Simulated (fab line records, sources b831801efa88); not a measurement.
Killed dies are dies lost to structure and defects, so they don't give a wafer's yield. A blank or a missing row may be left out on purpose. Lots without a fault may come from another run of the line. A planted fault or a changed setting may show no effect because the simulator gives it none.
Tool commonality check | flow gf180mcu | 12 lots, 36 wafers sampled

WHY IT WAS OPENED
At GF_MVSD_TW_MEAS_11 the reading MVSD_TW is flagged on 1 of 12 lots. Wafers without a fault read 1568, standard deviation 13.
Rule: a lot is flagged when every wafer of it that has a number lies more than 4 standard deviations from that mean, or none has a number. The other lots count as sound.

lot  | measured    | on            | MVSD_TW, wafer by wafer | flag
L207 | day 4 22:19 | film_metro-01 | 1594 1586 1584          |
L208 | day 5 02:20 | film_metro-04 | 1560 1555 1562          |
L211 | day 5 20:29 | film_metro-01 | 1581 1585 1570          |
L216 | day 7 02:23 | film_metro-04 | 30 30 30                | FLAGGED
L217 | day 7 09:37 | film_metro-01 | 1574 1586 1575          |
L219 | day 7 21:16 | film_metro-04 | 1550 1555 1558          |
L220 | day 8 01:59 | film_metro-04 | 1558 1559 1549          |
L224 | day 9 01:03 | film_metro-04 | 1572 1560 1571          |
L225 | day 9 09:07 | film_metro-01 | 1593 1590 1591          |
L226 | day 9 12:50 | film_metro-01 | 1589 1596 1579          |
L227 | day 9 19:40 | film_metro-03 | 1553 1557 1568          |
L228 | day 9 23:34 | film_metro-01 | 1592 1585 1587          |
The numbers of the flagged lots are 30 on average: -1538 against the usual, or -99 or more standard deviations.

WHICH TOOL RAN EACH LOT
The record holds 2 process steps before the reading, out of a route of 602 steps. In each cell: the tool, then ch and the chambers that the sampled wafers went through, then the start.
lot  | flag    | GF_STI_STRIP_15                     | GF_MVSD_EXPOSE_04
L207 |         | plasma_asher-01 ch 0,1, day 2 11:21 | iline_stepper-01 ch 0, day 4 14:41
L208 |         | plasma_asher-01 ch 0,1, day 2 16:58 | iline_stepper-01 ch 0, day 4 19:08
L211 |         | plasma_asher-02 ch 0,1, day 3 08:16 | iline_stepper-01 ch 0, day 5 12:48
L216 | FLAGGED | plasma_asher-02 ch 0,1, day 4 10:14 | iline_stepper-01 ch 0, day 6 18:19
L217 |         | plasma_asher-01 ch 0,1, day 4 16:34 | iline_stepper-02 ch 0, day 7 01:21
L219 |         | plasma_asher-01 ch 0,1, day 5 01:24 | iline_stepper-02 ch 0, day 7 12:45
L220 |         | plasma_asher-04 ch 1, day 5 07:42   | iline_stepper-01 ch 0, day 7 17:55
L224 |         | plasma_asher-01 ch 0,1, day 6 04:07 | iline_stepper-01 ch 0, day 8 16:31
L225 |         | plasma_asher-04 ch 0,1, day 6 09:15 | iline_stepper-01 ch 0, day 9 00:17
L226 |         | plasma_asher-01 ch 0,1, day 6 14:36 | iline_stepper-02 ch 0, day 9 04:34
L227 |         | plasma_asher-04 ch 0,1, day 6 19:30 | iline_stepper-01 ch 0, day 9 10:58
L228 |         | plasma_asher-02 ch 0,1, day 6 23:46 | iline_stepper-01 ch 0, day 9 14:17
What these steps do:
- GF_STI_STRIP_15: strips in O2/N2.
- GF_MVSD_EXPOSE_04: exposes mask MVSD, target cd 1000 nm.
- GF_MVSD_TW_MEAS_11

FLAGGED OVER TOTAL, TOOL BY TOOL (the gauges that took the reading come last)
step               | tool             | lots run | flagged | share of the flagged lots | sound lots run after its first flagged lot
GF_STI_STRIP_15    | plasma_asher-01  | 6        | 0       | none                      | -
GF_STI_STRIP_15    | plasma_asher-02  | 3        | 1       | all                       | 1 (L228)
GF_STI_STRIP_15    | plasma_asher-04  | 3        | 0       | none                      | -
GF_MVSD_EXPOSE_04  | iline_stepper-01 | 9        | 1       | all                       | 5 (L220,L224,L225,L227,L228)
GF_MVSD_EXPOSE_04  | iline_stepper-02 | 3        | 0       | none                      | -
GF_MVSD_TW_MEAS_11 | film_metro-01    | 6        | 0       | none                      | -
GF_MVSD_TW_MEAS_11 | film_metro-03    | 1        | 0       | none                      | -
GF_MVSD_TW_MEAS_11 | film_metro-04    | 5        | 1       | all                       | 3 (L219,L220,L224)

WHAT THE TABLE ALLOWS
3 rows of the table ran every flagged lot: plasma_asher-02 at GF_STI_STRIP_15, iline_stepper-01 at GF_MVSD_EXPOSE_04, film_metro-04 at GF_MVSD_TW_MEAS_11.
- plasma_asher-02 at GF_STI_STRIP_15: 1 of its 3 lots flagged. Sound lots ran on it after the first flagged one (L228), which a lasting fault on the whole tool wouldn't allow.
- iline_stepper-01 at GF_MVSD_EXPOSE_04: 1 of its 9 lots flagged. Sound lots ran on it after the first flagged one (L220, L224, L225, L227, L228), which a lasting fault on the whole tool wouldn't allow.
- film_metro-04 at GF_MVSD_TW_MEAS_11: 1 of its 5 lots flagged. Sound lots ran on it after the first flagged one (L219, L220, L224), which a lasting fault on the whole tool wouldn't allow.
No row of the table ran every flagged lot and no sound lot after the first.

WHAT THE SIMULATOR HAD PUT IN
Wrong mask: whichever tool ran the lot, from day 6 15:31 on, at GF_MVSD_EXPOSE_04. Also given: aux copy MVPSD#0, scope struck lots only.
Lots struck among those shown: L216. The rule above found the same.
